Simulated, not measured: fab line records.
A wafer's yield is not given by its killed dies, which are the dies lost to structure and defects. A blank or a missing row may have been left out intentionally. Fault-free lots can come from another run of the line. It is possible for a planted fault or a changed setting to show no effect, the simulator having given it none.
fab line records -- flow sky130
record: lots: 15, wafers: 45, lastDay: 50
route steps=708 shown METAL1@452 VIA1@459 METAL2@501
lots that met no fault: from a run of the same line without faults
startH: hours from the record's first day to the start of the lot's first wafer shown -- waitH: hours from the lot's prior step to this one -- " the same as in the row above -- L1.1+2: several wafers, shown together as one row -- - value missing, or start not given -- * or withheld: withheld -- < > ~ a bound
route shown NAME@n: a module of which the file shows steps, and the number in the route of the first -- usual: mean/standard deviation of fault-free wafers -- same: alike in all rows -- chamber/n: place in a boat -- sites: the reading at each site -- _std_site: the values' standard deviation -- _edge_site: mean of outer sites minus mean of inner sites -- radiusMm: for every site, how far away it sits from the centre of the wafer -- mask NAME#n: copy n -- behind: the last tool/chamber to shape the wafer -- hold: what put the lot on hold/how long, in hours/how the hold closed -- device: the transistor (n, p or np) that didn't switch -- end of line: tests run on the same wafers once the route is complete -- step lacking rows: just its recipe -- killed: dies that structure and defects cost at the first sort, which is not the same as the wafer's yield -- map: per-die view of a wafer (x killed, . not killed, _ where there is no die)
set.NAME: the setting the step ran with; set.NAME@STEP: the setting that earlier step ran with -- model.NAME: the simulator's own value behind a step, which no gauge read
the route's steps for a sample of lots (tables are steps, rows are wafers)
services: the hour from which a tool's chamber was out of use, counted from the record's first day as startH (under 0 if before that day), plus the number of hours and why
== steps ==
step: SKY_METAL1_ETCH_18
recipe: chemistry: N2/H2, target: BARC, ionEnergyEv: 200, biasW: 100, pressureMtorr: 30, n2FlowSccm: 100, h2FlowSccm: 200, icpW: 500, stopOn: SiO2, timeS: 45.9, targetDepthA: 600
usual: biasW: 99.97/0.26, chamberPressureMTorr: 30.002/0.029, drypumpMotorCurrentA: 5.5/0.52, n2FlowSccm: 100.0/0.31, oesProductAu: 0.853/0.0047, rfFwdPowerW: 495.4/1.3, throttleValvePct: 13.224/0.0094
same: timeS: 45.9
lot.wafer,tool,chamber,startH,waitH,biasW,chamberPressureMTorr,drypumpMotorCurrentA,n2FlowSccm,oesProductAu,rfFwdPowerW,rfHoursCounterH,throttleValvePct
L648.2,rieMetal-01,1,756.70,0.0,99.55,30.010,5.6,99.9,0.846,494.2,13,13.236
L648.3,rieMetal-01,0,756.70,0.0,99.71,29.920,4.9,100.5,0.848,496.4,-,13.227
L648.6,rieMetal-01,1,756.70,0.0,99.89,30.048,5.7,99.7,0.857,494.5,-,13.231
L650.1,rieMetal-03,0,776.15,0.0,100.00,30.030,5.8,100.2,0.856,494.6,2,13.225
L650.4,rieMetal-03,0,776.15,0.0,99.91,29.984,5.7,100.7,0.850,493.3,-,13.218
L650.5,rieMetal-03,1,776.15,0.0,100.01,30.021,5.0,99.5,0.858,498.3,-,13.217
L652.1,rieMetal-02,1,797.63,0.0,99.81,30.040,6.5,100.4,0.840,495.7,9,13.230
L652.2,rieMetal-02,0,797.63,0.0,100.03,30.011,6.3,100.0,0.851,496.0,1,13.224
L652.3,rieMetal-02,0,797.63,0.0,99.91,30.009,6.3,99.6,0.849,496.0,-,13.206
L653.4,rieMetal-01,1,802.40,0.0,99.79,29.991,5.7,100.0,0.849,495.3,-,13.240
L653.5,rieMetal-01,1,802.40,0.0,100.48,30.041,5.7,99.8,0.853,493.6,-,13.218
L653.6,rieMetal-01,0,802.40,0.0,100.32,29.960,4.9,100.1,0.856,494.9,-,13.246
L654.1,rieMetal-02,1,804.63,0.0,100.45,29.970,6.5,99.7,0.860,496.1,9,13.200
L654.3,rieMetal-02,1,804.63,0.0,99.85,30.021,6.5,99.7,0.865,494.5,-,13.233
L654.6,rieMetal-02,0,804.63,0.0,99.97,29.997,6.3,99.4,0.853,493.1,-,13.221
L655.3,rieMetal-03,1,814.52,0.0,99.86,29.968,5.0,99.7,0.857,495.4,-,13.217
L655.4,rieMetal-03,0,814.52,0.0,99.72,30.034,5.7,99.8,0.854,496.1,-,13.235
L655.5,rieMetal-03,1,814.52,0.0,100.06,30.005,5.0,99.7,0.863,494.3,-,13.213
L657.1,rieMetal-03,0,832.33,0.0,100.35,30.016,5.7,100.1,0.853,493.4,4,13.219
L657.2,rieMetal-03,1,832.33,0.0,99.88,30.010,5.1,100.3,0.853,496.5,11,13.220
L657.3,rieMetal-03,1,832.33,0.0,100.25,29.998,5.1,100.0,0.853,495.3,-,13.213
L664.2,rieMetal-03,1,890.25,0.0,100.30,30.000,5.0,99.5,0.849,495.3,14,13.219
L664.3,rieMetal-03,1,890.25,0.0,100.32,29.969,5.0,99.5,0.846,497.3,-,13.220
L664.4,rieMetal-03,0,890.25,0.0,100.39,29.973,5.7,99.9,0.841,495.4,-,13.208
L666.1,rieMetal-03,0,899.98,0.0,99.81,30.032,5.8,99.6,0.852,496.1,8,13.242
L666.3,rieMetal-03,0,899.98,0.0,100.18,30.049,5.7,100.2,0.857,495.4,-,13.225
L666.6,rieMetal-03,1,899.98,0.0,99.83,30.055,5.0,100.2,0.858,496.0,-,13.225
L665.1,rieMetal-01,0,900.58,0.1,99.80,30.027,4.9,99.7,0.853,495.9,18,13.233
L665.4,rieMetal-01,0,900.58,0.1,99.94,29.967,4.9,99.9,0.849,495.9,-,13.214
L665.6,rieMetal-01,0,900.58,0.1,99.47,30.003,4.9,99.8,0.849,497.0,-,13.212
L667.1,rieMetal-02,1,903.53,0.0,100.41,29.977,6.4,100.0,0.855,495.4,12,13.221
L667.2,rieMetal-02,0,903.53,0.0,100.28,30.029,6.3,99.9,0.843,496.8,7,13.228
L667.3,rieMetal-02,0,903.53,0.0,100.06,29.997,6.3,100.1,0.855,498.1,-,13.222
L668.4,rieMetal-03,0,915.70,0.0,99.79,30.015,5.7,100.4,0.849,494.7,-,13.224
L668.5,rieMetal-03,0,915.70,0.0,99.95,30.019,5.8,99.9,0.850,493.6,-,13.242
L668.6,rieMetal-03,1,915.70,0.0,100.00,30.016,5.0,100.3,0.854,497.1,-,13.224
L669.3,rieMetal-01,1,917.74,0.1,99.97,29.996,5.6,100.0,0.853,495.0,-,13.235
L669.5,rieMetal-01,1,917.74,0.1,100.17,29.972,5.7,100.2,0.856,493.3,-,13.216
L669.6,rieMetal-01,1,917.74,0.1,100.13,30.016,5.7,100.2,0.855,494.9,-,13.231
L671.2,rieMetal-01,1,928.57,0.0,99.85,29.981,5.6,100.1,0.850,497.2,1,13.222
L671.4,rieMetal-01,0,928.57,0.0,99.80,30.013,4.9,99.9,0.848,494.7,-,13.239
L671.6,rieMetal-01,1,928.57,0.0,99.65,30.005,5.7,99.8,0.858,497.2,-,13.233
L670.2,rieMetal-03,0,934.65,0.0,100.00,30.032,5.7,99.8,0.851,492.6,9,13.234
L670.4,rieMetal-03,0,934.65,0.0,100.30,29.986,5.7,100.3,0.847,495.2,-,13.235
L670.5,rieMetal-03,0,934.65,0.0,100.11,29.959,5.7,99.7,0.852,492.7,-,13.230
step: SKY_VIA1_THK_MEAS_01
recipe: reads: SiO2_of_VIA1_HDPCVD_00
usual: VIA1_HDPCVD_THK: 1034/10
lot.wafer,tool,chamber,startH,waitH,VIA1_HDPCVD_THK[nm]
L648.2,filmMetro-02,-,757.56,0.1,1029
L648.3,filmMetro-02,-,757.56,0.1,1042
L648.6,filmMetro-02,-,757.56,0.1,1038
L650.1,filmMetro-02,-,777.06,0.1,1038
L650.4,filmMetro-02,-,777.06,0.1,1030
L650.5,filmMetro-02,-,777.06,0.1,1026
L652.1,filmMetro-02,-,798.48,0.1,1030
L652.2,filmMetro-02,-,798.48,0.1,1037
L652.3,filmMetro-02,-,798.48,0.1,1029
L653.4,filmMetro-03,-,803.26,0.0,1033
L653.5,filmMetro-03,-,803.26,0.0,1030
L653.6,filmMetro-03,-,803.26,0.0,1044
L654.1,filmMetro-03,-,805.48,0.1,1012
L654.3,filmMetro-03,-,805.48,0.1,1021
L654.6,filmMetro-03,-,805.48,0.1,1019
L655.3,filmMetro-02,-,815.37,0.1,1040
L655.4,filmMetro-02,-,815.37,0.1,1030
L655.5,filmMetro-02,-,815.37,0.1,1048
L657.1,filmMetro-03,-,833.18,0.1,1041
L657.2,filmMetro-03,-,833.18,0.1,1029
L657.3,filmMetro-03,-,833.18,0.1,1042
L664.2,filmMetro-02,-,891.15,0.1,1033
L664.3,filmMetro-02,-,891.15,0.1,1056
L664.4,filmMetro-02,-,891.15,0.1,1058
L666.1,filmMetro-02,-,900.87,0.1,1040
L666.3,filmMetro-02,-,900.87,0.1,1046
L666.6,filmMetro-02,-,900.87,0.1,1045
L665.1,filmMetro-02,-,901.63,0.1,1029
L665.4,filmMetro-02,-,901.63,0.1,1028
L665.6,filmMetro-02,-,901.63,0.1,1031
L667.1,filmMetro-02,-,904.39,0.1,1021
L667.2,filmMetro-02,-,904.39,0.1,1039
L667.3,filmMetro-02,-,904.39,0.1,1038
L668.4,filmMetro-01,-,916.57,0.0,1031
L668.5,filmMetro-01,-,916.57,0.0,1043
L668.6,filmMetro-01,-,916.57,0.0,1045
L669.3,filmMetro-02,-,918.76,0.1,1037
L669.5,filmMetro-02,-,918.76,0.1,1033
L669.6,filmMetro-02,-,918.76,0.1,1032
L671.2,filmMetro-01,-,929.43,0.1,1029
L671.4,filmMetro-01,-,929.43,0.1,1038
L671.6,filmMetro-01,-,929.43,0.1,1036
L670.2,filmMetro-01,-,935.52,0.1,1047
L670.4,filmMetro-01,-,935.52,0.1,1051
L670.5,filmMetro-01,-,935.52,0.1,1053
step: SKY_VIA1_SPUTTER_20
recipe: material: TiN, targetThkNm: 20, chamberPressurePa: 5, powerW: 4000, timeS: 80
usual: throttleValvePct: 30.0/1
same: timeS: 80
lot.wafer,tool,chamber,startH,waitH,throttleValvePct
L648.2,pvdSputter-04,-,785.51,0.0,29.5
L648.3,pvdSputter-04,-,785.51,0.0,29.6
L648.6,pvdSputter-04,-,785.51,0.0,30.6
L650.1,pvdSputter-03,-,804.86,0.0,29.9
L650.4,pvdSputter-03,-,804.86,0.0,30.3
L650.5,pvdSputter-03,-,804.86,0.0,30.9
L652.1,pvdSputter-02,-,825.87,0.0,31.4
L652.2,pvdSputter-02,-,825.87,0.0,27.9
L652.3,pvdSputter-02,-,825.87,0.0,29.1
L653.4,pvdSputter-02,-,829.76,0.0,27.8
L653.5,pvdSputter-02,-,829.76,0.0,31.4
L653.6,pvdSputter-02,-,829.76,0.0,29.3
L654.1,pvdSputter-02,-,832.03,0.0,29.3
L654.3,pvdSputter-02,-,832.03,0.0,27.9
L654.6,pvdSputter-02,-,832.03,0.0,29.0
L655.3,pvdSputter-04,-,842.03,0.0,29.7
L655.4,pvdSputter-04,-,842.03,0.0,30.3
L655.5,pvdSputter-04,-,842.03,0.0,29.7
L657.1,pvdSputter-02,-,860.52,0.0,30.7
L657.2,pvdSputter-02,-,860.52,0.0,31.5
L657.3,pvdSputter-02,-,860.52,0.0,27.9
L664.2,pvdSputter-04,-,917.77,0.0,29.4
L664.3,pvdSputter-04,-,917.77,0.0,29.6
L664.4,pvdSputter-04,-,917.77,0.0,30.7
L666.1,pvdSputter-04,-,926.57,0.0,29.7
L666.3,pvdSputter-04,-,926.57,0.0,29.4
L666.6,pvdSputter-04,-,926.57,0.0,29.6
L665.1,pvdSputter-02,-,927.38,0.0,29.1
L665.4,pvdSputter-02,-,927.38,0.0,28.1
L665.6,pvdSputter-02,-,927.38,0.0,31.3
L667.1,pvdSputter-02,-,930.69,0.0,31.5
L667.2,pvdSputter-02,-,930.69,0.0,30.5
L667.3,pvdSputter-02,-,930.69,0.0,29.2
L668.4,pvdSputter-02,-,942.33,0.0,30.7
L668.5,pvdSputter-02,-,942.33,0.0,31.5
L668.6,pvdSputter-02,-,942.33,0.0,27.9
L669.3,pvdSputter-02,-,944.37,0.0,29.3
L669.5,pvdSputter-02,-,944.37,0.0,31.6
L669.6,pvdSputter-02,-,944.37,0.0,30.4
L671.2,pvdSputter-03,-,954.83,0.0,30.3
L671.4,pvdSputter-03,-,954.83,0.0,31.2
L671.6,pvdSputter-03,-,954.83,0.0,30.4
L670.2,pvdSputter-04,-,961.37,0.0,29.6
L670.4,pvdSputter-04,-,961.37,0.0,30.6
L670.5,pvdSputter-04,-,961.37,0.0,30.3
step: SKY_METAL2_ETCH_18
recipe: chemistry: N2/H2, target: BARC, ionEnergyEv: 200, biasW: 100, pressureMtorr: 30, n2FlowSccm: 100, h2FlowSccm: 200, icpW: 500, stopOn: SiO2, timeS: 45.9, targetDepthA: 600
usual: biasW: 100.03/0.29, chamberPressureMTorr: 29.998/0.027, drypumpMotorCurrentA: 5.8/0.48, n2FlowSccm: 100.04/0.28, oesProductAu: 0.854/0.0045, rfFwdPowerW: 495.4/1.9, throttleValvePct: 13.226/0.0083, timeS: 45.9/0
lot.wafer,tool,chamber,startH,waitH,biasW,chamberPressureMTorr,drypumpMotorCurrentA,n2FlowSccm,oesProductAu,rfFwdPowerW,rfHoursCounterH,throttleValvePct,timeS
L648.2,rieMetal-04,1,812.53,0.0,99.91,30.039,5.8,99.94,0.843,497.7,10,13.214,45.9
L648.3,rieMetal-04,1,812.53,0.0,100.38,30.006,5.8,99.49,0.852,496.2,-,13.219,45.9
L648.6,rieMetal-04,0,812.53,0.0,100.02,30.019,5.3,99.60,0.858,492.3,-,13.234,45.9
L650.1,rieMetal-02,0,831.06,0.1,99.76,30.010,6.3,99.95,0.853,495.2,3,13.214,45.9
L650.4,rieMetal-02,0,831.06,0.1,100.04,29.986,6.3,100.23,0.849,493.1,-,13.217,45.9
L650.5,rieMetal-02,0,831.06,0.1,99.61,30.038,6.3,100.44,0.852,495.2,-,13.226,45.9
L652.1,rieMetal-04,0,852.68,0.0,99.24,29.990,5.4,99.80,0.850,492.9,5,13.221,45.9
L652.2,rieMetal-04,1,852.68,0.0,100.20,30.028,5.8,99.96,0.845,493.6,12,13.233,45.9
L652.3,rieMetal-04,1,852.68,0.0,99.96,29.966,5.8,100.10,0.855,497.0,-,13.216,45.9
L653.4,rieMetal-03,1,857.10,0.0,99.93,29.976,5.0,100.20,0.859,495.9,-,13.229,45.9
L653.5,rieMetal-03,1,857.10,0.0,99.80,30.032,5.0,100.27,0.857,498.2,-,13.216,45.9
L653.6,rieMetal-03,0,857.10,0.0,100.06,30.010,5.7,99.76,0.851,496.7,-,13.226,45.9
L654.1,rieMetal-04,1,859.48,0.0,100.02,29.956,5.8,100.44,0.857,496.8,12,13.245,45.9
L654.3,rieMetal-04,0,859.48,0.0,100.65,30.018,5.3,100.34,0.850,494.5,-,13.222,45.9
L654.6,rieMetal-04,1,859.48,0.0,99.76,30.008,5.8,100.05,0.849,499.7,-,13.213,45.9
L655.3,rieMetal-02,1,869.25,0.0,99.56,30.010,6.5,100.41,0.845,493.5,-,13.225,45.9
L655.4,rieMetal-02,0,869.25,0.0,99.86,29.999,6.3,100.21,0.854,494.7,-,13.218,45.9
L655.5,rieMetal-02,0,869.25,0.0,100.18,30.006,6.3,100.23,0.859,494.2,-,13.226,45.9
L657.1,rieMetal-03,0,887.55,0.0,99.51,30.038,5.7,100.18,0.853,495.8,7,13.221,45.9
L657.2,rieMetal-03,1,887.55,0.0,100.20,29.999,5.0,99.99,0.859,494.6,14,13.220,45.9
L657.3,rieMetal-03,0,887.55,0.0,100.31,30.016,5.7,100.06,0.858,494.9,-,13.229,45.9
L664.2,rieMetal-03,0,943.68,0.1,-,-,-,-,-,-,-,-,-
L664.3,rieMetal-03,0,943.68,0.1,-,-,-,-,-,-,-,-,-
L664.4,rieMetal-03,0,943.68,0.1,-,-,-,-,-,-,-,-,-
L666.1,rieMetal-02,1,950.83,0.0,-,-,-,-,-,-,-,-,-
L666.3,rieMetal-02,1,950.83,0.0,-,-,-,-,-,-,-,-,-
L666.6,rieMetal-02,1,950.83,0.0,-,-,-,-,-,-,-,-,-
L665.1,rieMetal-04,0,953.35,0.0,-,-,-,-,-,-,-,-,-
L665.4,rieMetal-04,0,953.35,0.0,-,-,-,-,-,-,-,-,-
L665.6,rieMetal-04,1,953.35,0.0,-,-,-,-,-,-,-,-,-
L667.1,rieMetal-02,1,956.20,0.0,100.31,30.008,6.4,100.11,0.851,497.2,14,13.236,45.9
L667.2,rieMetal-02,0,956.20,0.0,100.42,30.003,6.3,99.50,0.857,496.3,9,13.235,45.9
L667.3,rieMetal-02,0,956.20,0.0,99.85,30.005,6.2,99.27,0.859,497.1,-,13.229,45.9
L668.4,rieMetal-02,0,967.60,0.0,100.19,29.970,6.3,100.32,0.850,495.3,-,13.223,45.9
L668.5,rieMetal-02,0,967.60,0.0,100.16,29.961,6.3,100.46,0.853,496.4,-,13.219,45.9
L668.6,rieMetal-02,1,967.60,0.0,99.54,30.005,6.5,99.72,0.855,492.4,-,13.222,45.9
L669.3,rieMetal-04,0,970.17,0.0,99.46,29.969,5.3,100.28,0.851,492.1,-,13.221,45.9
L669.5,rieMetal-04,0,970.17,0.0,99.65,30.004,5.3,99.94,0.854,492.7,-,13.213,45.9
L669.6,rieMetal-04,1,970.17,0.0,100.08,30.018,5.8,100.12,0.856,497.7,-,13.230,45.9
L671.2,rieMetal-02,1,979.80,0.0,100.04,30.030,6.4,100.23,0.858,494.2,16,13.221,45.9
L671.4,rieMetal-02,0,979.80,0.0,100.10,29.983,6.3,100.19,0.856,496.6,-,13.224,45.9
L671.6,rieMetal-02,1,979.80,0.0,100.44,29.989,6.5,100.76,0.859,494.5,-,13.214,45.9
L670.2,rieMetal-04,0,985.85,0.0,100.58,30.047,5.4,99.82,0.857,492.0,11,13.231,45.9
L670.4,rieMetal-04,1,985.85,0.0,100.03,29.987,5.8,99.89,0.858,496.3,-,13.211,45.9
L670.5,rieMetal-04,1,985.85,0.0,100.22,29.960,5.8,99.79,0.858,497.0,-,13.232,45.9
step: SKY_METAL2_METAL_ETCH_19
recipe: targetDepthA: 3600, stopOn: SiO2, overEtchFrac: 0.3, timeS: 78, chemistry: Cl2/BCl3, resistSidewallDeg: 88, pressureMtorr: 10, icpW: 900, biasW: 48.5, Cl2_flow_sccm: 60, bcl3FlowSccm: 30
usual: bcl3FlowSccm: 30.00/0.084, biasW: 48.46/0.16, drypumpMotorCurrentA: 5.8/0.48, oesProductAu: 0.854/0.0055, rfFwdPowerW: 894.2/3, throttleValvePct: 22.263/0.0092
same: timeS: 78
lot.wafer,tool,chamber,startH,waitH,bcl3FlowSccm,biasW,drypumpMotorCurrentA,oesProductAu,rfFwdPowerW,rfHoursCounterH,throttleValvePct
L648.2,rieMetal-04,1,812.59,0.0,29.99,48.65,5.8,0.849,899.5,10,22.273
L648.3,rieMetal-04,1,812.59,0.0,29.93,48.49,5.8,0.845,901.0,-,22.277
L648.6,rieMetal-04,0,812.59,0.0,29.91,48.65,5.4,0.851,899.6,-,22.257
L650.1,rieMetal-02,0,831.19,0.1,29.93,48.08,6.2,0.847,890.2,3,22.261
L650.4,rieMetal-02,0,831.19,0.1,29.82,48.48,6.3,0.855,893.9,-,22.252
L650.5,rieMetal-02,0,831.19,0.1,29.88,48.13,6.3,0.855,896.1,-,22.260
L652.1,rieMetal-04,0,852.74,0.0,30.08,48.54,5.3,0.853,887.5,5,22.275
L652.2,rieMetal-04,1,852.74,0.0,30.08,48.51,5.8,0.854,898.3,12,22.269
L652.3,rieMetal-04,1,852.74,0.0,29.98,48.70,5.8,0.844,900.7,-,22.269
L653.4,rieMetal-03,1,857.18,0.1,30.01,48.13,5.0,0.850,894.6,-,22.260
L653.5,rieMetal-03,1,857.18,0.1,29.95,48.01,5.0,0.863,896.7,-,22.251
L653.6,rieMetal-03,0,857.18,0.1,29.98,48.60,5.7,0.855,899.1,-,22.237
L654.1,rieMetal-04,1,859.54,0.0,30.04,48.29,5.8,0.858,896.2,12,22.256
L654.3,rieMetal-04,0,859.54,0.0,29.91,48.68,5.4,0.853,896.3,-,22.255
L654.6,rieMetal-04,1,859.54,0.0,30.13,48.46,5.8,0.859,891.8,-,22.259
L655.3,rieMetal-02,1,869.33,0.1,30.17,48.37,6.4,0.856,897.2,-,22.246
L655.4,rieMetal-02,0,869.33,0.1,29.96,48.60,6.3,0.857,893.5,-,22.267
L655.5,rieMetal-02,0,869.33,0.1,29.99,48.46,6.3,0.852,895.1,-,22.271
L657.1,rieMetal-03,0,887.61,0.0,30.10,48.44,5.7,0.853,894.0,7,22.277
L657.2,rieMetal-03,1,887.61,0.0,30.01,48.37,5.0,0.851,894.2,14,22.262
L657.3,rieMetal-03,0,887.61,0.0,30.10,48.51,5.7,0.844,889.8,-,22.264
L664.2,rieMetal-03,0,943.82,0.1,30.00,48.49,5.7,0.371,893.6,-,22.271
L664.3,rieMetal-03,0,943.82,0.1,29.95,48.25,5.8,0.371,896.7,-,22.268
L664.4,rieMetal-03,0,943.82,0.1,30.10,48.18,5.7,0.376,893.4,-,22.273
L666.1,rieMetal-02,1,950.90,0.0,30.11,48.52,6.5,0.370,891.6,14,22.266
L666.3,rieMetal-02,1,950.90,0.0,30.03,48.32,6.4,0.376,893.9,-,22.265
L666.6,rieMetal-02,1,950.90,0.0,30.10,48.41,6.5,0.378,893.7,-,22.270
L665.1,rieMetal-04,0,953.41,0.0,29.86,48.35,5.3,0.376,891.0,9,22.260
L665.4,rieMetal-04,0,953.41,0.0,29.92,48.45,5.3,0.368,892.1,-,22.277
L665.6,rieMetal-04,1,953.41,0.0,30.10,48.45,5.8,0.377,893.0,-,22.266
L667.1,rieMetal-02,1,956.26,0.0,30.00,48.26,6.4,0.858,891.8,14,22.264
L667.2,rieMetal-02,0,956.26,0.0,29.89,48.81,6.2,0.878,896.8,9,22.264
L667.3,rieMetal-02,0,956.26,0.0,30.00,48.59,6.3,0.864,896.8,-,22.258
L668.4,rieMetal-02,0,967.67,0.1,29.95,48.43,6.3,0.851,893.9,-,22.260
L668.5,rieMetal-02,0,967.67,0.1,29.88,48.29,6.3,0.855,899.6,-,22.281
L668.6,rieMetal-02,1,967.67,0.1,30.03,48.72,6.5,0.847,892.5,-,22.267
L669.3,rieMetal-04,0,970.24,0.1,29.97,48.43,5.3,0.849,894.5,-,22.271
L669.5,rieMetal-04,0,970.24,0.1,29.88,48.69,5.3,0.857,893.4,-,22.241
L669.6,rieMetal-04,1,970.24,0.1,30.04,48.72,5.8,0.850,894.2,-,22.265
L671.2,rieMetal-02,1,979.86,0.0,30.10,48.30,6.5,0.846,893.0,16,22.260
L671.4,rieMetal-02,0,979.86,0.0,30.05,48.32,6.3,0.851,893.9,-,22.270
L671.6,rieMetal-02,1,979.86,0.0,29.97,48.34,6.5,0.848,893.0,-,22.258
L670.2,rieMetal-04,0,985.91,0.0,29.94,48.36,5.3,0.849,892.7,11,22.282
L670.4,rieMetal-04,1,985.91,0.0,30.12,48.36,5.8,0.844,894.9,-,22.269
L670.5,rieMetal-04,1,985.91,0.0,30.15,48.39,5.8,0.861,889.8,-,22.249
step: SKY_METAL2_STRIP_20
recipe: chemistry: O2/N2, powerW: 1400, pressureMtorr: 1500, platenTempC: withheld, o2FlowSccm: 3000, n2FlowSccm: 300, overashFraction: 0.5
usual: drypumpMotorCurrentA: 5.6/0.36, n2FlowSccm: 300.0/0.96, oesProductAu: 0.342/0.0048, stripTimeToEndpointS: 2.675/0.027
lot.wafer,tool,chamber,startH,waitH,drypumpMotorCurrentA,n2FlowSccm,oesProductAu,rfHoursCounterH,stripTimeToEndpointS
L648.2,plasmaAsher-04,1,812.68,0.1,6.3,300.5,0.341,100,2.734
L648.3,plasmaAsher-04,0,812.68,0.1,5.6,299.8,0.352,-,2.700
L648.6,plasmaAsher-04,0,812.68,0.1,5.6,299.6,0.341,-,2.682
L650.1,plasmaAsher-04,0,831.37,0.1,5.6,298.4,0.343,102,2.698
L650.4,plasmaAsher-04,0,831.37,0.1,5.5,300.2,0.339,-,2.695
L650.5,plasmaAsher-04,1,831.37,0.1,6.3,300.7,0.344,-,2.696
L652.1,plasmaAsher-04,0,852.83,0.1,5.6,299.9,0.336,104,2.637
L652.2,plasmaAsher-04,1,852.83,0.1,6.3,300.9,0.338,104,2.663
L652.3,plasmaAsher-04,0,852.83,0.1,5.6,299.0,0.345,-,2.670
L653.4,plasmaAsher-04,1,857.27,0.1,6.3,300.8,0.339,-,2.652
L653.5,plasmaAsher-04,0,857.27,0.1,5.6,299.3,0.337,-,2.659
L653.6,plasmaAsher-04,1,857.27,0.1,6.3,301.7,0.346,-,2.677
L654.1,plasmaAsher-01,1,859.63,0.1,5.5,300.4,0.348,41,2.682
L654.3,plasmaAsher-01,1,859.63,0.1,5.5,299.8,0.342,-,2.681
L654.6,plasmaAsher-01,0,859.63,0.1,5.3,298.3,0.342,-,2.678
L655.3,plasmaAsher-03,1,869.42,0.1,5.3,299.4,0.341,-,2.646
L655.4,plasmaAsher-03,0,869.42,0.1,5.7,296.9,0.345,-,2.659
L655.5,plasmaAsher-03,0,869.42,0.1,5.7,298.2,0.344,-,2.691
L657.1,plasmaAsher-03,1,887.70,0.1,5.2,301.3,0.351,15,2.698
L657.2,plasmaAsher-03,0,887.70,0.1,5.7,298.1,0.343,15,2.669
L657.3,plasmaAsher-03,1,887.70,0.1,5.3,300.5,0.351,-,2.729
L664.2,plasmaAsher-03,0,943.97,0.1,5.7,299.9,0.360,20,3.144
L664.3,plasmaAsher-03,1,943.97,0.1,5.3,300.5,0.363,-,3.139
L664.4,plasmaAsher-03,0,943.97,0.1,5.7,298.7,0.365,-,3.146
L666.1,plasmaAsher-01,1,950.99,0.1,5.5,300.8,0.355,51,3.097
L666.3,plasmaAsher-01,0,950.99,0.1,5.4,302.1,0.350,-,3.113
L666.6,plasmaAsher-01,0,950.99,0.1,5.3,300.8,0.363,-,3.102
L665.1,plasmaAsher-03,0,953.50,0.1,5.7,299.2,0.364,21,3.156
L665.4,plasmaAsher-03,1,953.50,0.1,5.3,299.3,0.360,-,3.159
L665.6,plasmaAsher-03,1,953.50,0.1,5.3,300.6,0.363,-,3.177
L667.1,plasmaAsher-03,0,956.35,0.1,5.7,301.2,0.350,21,2.724
L667.2,plasmaAsher-03,1,956.35,0.1,5.3,300.2,0.353,21,2.690
L667.3,plasmaAsher-03,0,956.35,0.1,5.7,300.3,0.344,-,2.693
L668.4,plasmaAsher-04,0,967.77,0.1,5.6,299.2,0.347,-,2.688
L668.5,plasmaAsher-04,0,967.77,0.1,5.6,298.9,0.350,-,2.694
L668.6,plasmaAsher-04,1,967.77,0.1,6.4,299.2,0.348,-,2.642
L669.3,plasmaAsher-01,1,970.33,0.1,5.5,300.7,0.344,-,2.662
L669.5,plasmaAsher-01,1,970.33,0.1,5.5,301.6,0.339,-,2.655
L669.6,plasmaAsher-01,0,970.33,0.1,5.4,299.9,0.342,-,2.673
L671.2,plasmaAsher-03,1,979.95,0.1,5.2,299.0,0.342,24,2.666
L671.4,plasmaAsher-03,1,979.95,0.1,5.3,298.0,0.337,-,2.692
L671.6,plasmaAsher-03,1,979.95,0.1,5.2,298.4,0.338,-,2.685
L670.2,plasmaAsher-04,0,986.00,0.1,5.6,300.4,0.348,116,2.637
L670.4,plasmaAsher-04,1,986.00,0.1,6.3,300.6,0.339,-,2.639
L670.5,plasmaAsher-04,1,986.00,0.1,6.3,299.3,0.349,-,2.680
== services ==
tool,chamber,startH,hours,kind
plasmaAsher-03,-,733.75,9.0,pm
rieMetal-03,-,739.18,14.6,pm
plasmaAsher-04,-,741.54,3.8,repair
pvdSputter-02,-,751.22,4.7,repair
plasmaAsher-04,-,764.80,9.6,repair
plasmaAsher-03,-,765.52,0.5,repair
rieMetal-02,-,773.81,2.8,pm
pvdSputter-04,-,778.15,0.7,repair
rieMetal-02,-,779.59,0.3,repair
rieMetal-04,1,788.64,1.1,repair
pvdSputter-04,-,792.23,0.8,repair
rieMetal-01,-,814.11,3.6,repair
pvdSputter-04,-,815.61,3.7,repair
rieMetal-02,1,817.62,27.2,repair
plasmaAsher-03,-,857.49,4.1,repair
plasmaAsher-04,-,862.17,14.6,pm
rieMetal-04,-,866.60,28.1,pm
rieMetal-03,-,868.31,2.8,pm
rieMetal-03,-,902.52,1.4,pm
pvdSputter-02,-,903.76,0.9,repair
plasmaAsher-03,-,904.30,2.8,pm
rieMetal-02,-,924.01,14.6,pm
rieMetal-03,1,937.47,22.0,repair
plasmaAsher-03,-,949.34,4.0,pm
== key ==
firstSign: step: SKY_METAL2_ETCH_18, reading: toolRecord, direction: missing
effect: step: SKY_METAL2_METAL_ETCH_19, reading: oesProductAu, direction: down, sigmas: 87, usual: 0.854, struck: 0.374
effect: step: SKY_METAL2_STRIP_20, reading: stripTimeToEndpointS, direction: up, sigmas: 17, usual: *, struck: *
metAt SKY_METAL2_ETCH_18
struckLots L664,L665,L666
laterRowsLeftOut L664.2,L664.3,L664.4,L665.1,L665.4,L665.6,L666.1,L666.3,L666.6
sortLeftOut L664.2,L664.3,L664.4,L665.1,L665.4,L665.6,L666.1,L666.3,L666.6
notActingAt SKY_METAL1_ETCH_18,SKY_VIA1_THK_MEAS_01,SKY_VIA1_SPUTTER_20
onsetBetween 887.55 943.68
fault: kind: skippedStepWhole, tool: rieMetal-02,rieMetal-03,rieMetal-04, chamber: -, onsetH: 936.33, steps: SKY_METAL2_ETCH_18, scope: struckLotsOnly
sortLeftOut: the simulated sort isn't trusted on such a fault, so these wafers' sort isn't shown, and their yield isn't known
laterRowsLeftOut: the simulator's readings of these wafers behind a module that went badly wrong aren't trusted and aren't shown, but for the sort
